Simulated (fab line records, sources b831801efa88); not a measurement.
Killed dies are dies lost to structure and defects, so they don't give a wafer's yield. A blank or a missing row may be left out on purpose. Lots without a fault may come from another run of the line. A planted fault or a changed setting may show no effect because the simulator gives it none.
Which tool did it? | flow sky130 | 12 lots, 36 wafers sampled, at 2 steps of a route of 708

WHAT THE GAUGES READ, wafer by wafer
SKY_VT_ADJUST_LVTN_OVL_MEAS_18.
lot  | measured     | on         | VT_ADJUST_LVTN_01_OVL (nm)
L741 | day 8 20:33  | overlay-01 | 0.1 -0.1 0.0
L742 | day 8 22:26  | overlay-02 | 0.0 0.7 0.3
L743 | day 9 06:25  | overlay-02 | 0.1 0.1 1.6
L744 | day 9 10:43  | overlay-01 | 0.7 0.7 1.3
L745 | day 9 22:23  | overlay-02 | 0.9 1.5 1.5
L753 | day 11 20:00 | overlay-02 | 1.6 1.5 0.5
L754 | day 12 02:43 | overlay-02 | -0.2 -0.9 1.2
L755 | day 12 07:41 | overlay-02 | 0.2 1.8 1.5
L756 | day 12 18:08 | overlay-02 | 0.9 2.1 0.4
L757 | day 12 23:53 | overlay-02 | 0.0 0.5 -0.1
L758 | day 13 18:26 | overlay-02 | -0.1 1.3 -0.5
L760 | day 14 16:44 | overlay-01 | 0.8 1.5 3.3

WHICH TOOL RAN EACH LOT (tool, then ch and the chambers of the sampled wafers, then the start)
lot  | SKY_FIELD_ISO_ETCH_17
L741 | rie_si-01 ch 0,1,2, day 2 21:52
L742 | rie_si-01 ch 0,1, day 3 02:04
L743 | rie_si-01 ch 0,1,3, day 3 12:43
L744 | rie_si-02 ch 0,3, day 3 13:52
L745 | rie_si-01 ch 1,2, day 3 23:13
L753 | rie_si-02 ch 0,2, day 5 11:34
L754 | rie_si-02 ch 0,3, day 5 16:16
L755 | rie_si-01 ch 0,2,3, day 5 20:37
L756 | rie_si-02 ch 0,1,2, day 6 02:52
L757 | rie_si-02 ch 0,1,3, day 6 09:19
L758 | rie_si-02 ch 1,2, day 6 13:46
L760 | rie_si-01 ch 1,2, day 6 23:37
- SKY_FIELD_ISO_ETCH_17: etches Si in HBr/Cl2/O2, target depth 342 nm, time 97.7 s.

WHAT THE TOOLS THEMSELVES READ (means of the sampled wafers that have a number; where no wafer has one, the mark that the record gives instead)
SKY_FIELD_ISO_ETCH_17.
lot  | tool      | HBr_flow_sccm (sccm) | O2_flow_sccm (sccm) | drypump_motor_current_A (A) | oes_product_au (a.u.) | throttle_valve_pct (%)
L741 | rie_si-01 | 149.8                | 5.998               | 5.5                         | 0.991                 | 25.666
L742 | rie_si-01 | 150.2                | 5.987               | 5.5                         | 0.983                 | 25.671
L743 | rie_si-01 | 150.0                | 6.013               | 5.7                         | 0.989                 | 25.670
L744 | rie_si-02 | 150.0                | 5.999               | 5.6                         | 1.002                 | 25.655
L745 | rie_si-01 | 149.9                | 6.034               | 5.5                         | 1.009                 | 25.647
L753 | rie_si-02 | 149.9                | 6.000               | 5.8                         | 0.997                 | 25.660
L754 | rie_si-02 | 150.1                | 5.998               | 5.7                         | 1.005                 | 25.652
L755 | rie_si-01 | 149.9                | 5.999               | 5.7                         | 0.998                 | 25.644
L756 | rie_si-02 | 150.1                | 6.015               | 5.9                         | 0.993                 | 25.667
L757 | rie_si-02 | 150.1                | 6.013               | 5.8                         | 0.998                 | 25.652
L758 | rie_si-02 | 150.2                | 6.006               | 6.1                         | 0.994                 | 25.664
L760 | rie_si-01 | 150.4                | 5.992               | 5.5                         | 0.989                 | 25.650

THE ANSWER, worked out from the rows above alone
Rule: what is usual is taken from the lots themselves. Put in order of their means at a reading, lots are off if they are a third of the lots or fewer, leave a main group of 4 or more, and stand apart from it by a gap of 3 or more times the standard deviation of the main group's means; of several such gaps the widest counts. A main group whose means are all the same, to the digits that the tables above print for the reading, isn't used. A lot without any number at a reading at which 4 lots or more have one is off too. The other lots that the step has rows for count as sound. The gauges are gone through in route order, then the tools' own readings, and for those a lot's mean is taken as printed above. The first step at which some lot is off is used, and at that step the reading that is off furthest; a lot without a number counts as furthest.
No lot is off at any reading shown: from this, nothing can be told.

WHAT THE SIMULATOR HAD PUT IN
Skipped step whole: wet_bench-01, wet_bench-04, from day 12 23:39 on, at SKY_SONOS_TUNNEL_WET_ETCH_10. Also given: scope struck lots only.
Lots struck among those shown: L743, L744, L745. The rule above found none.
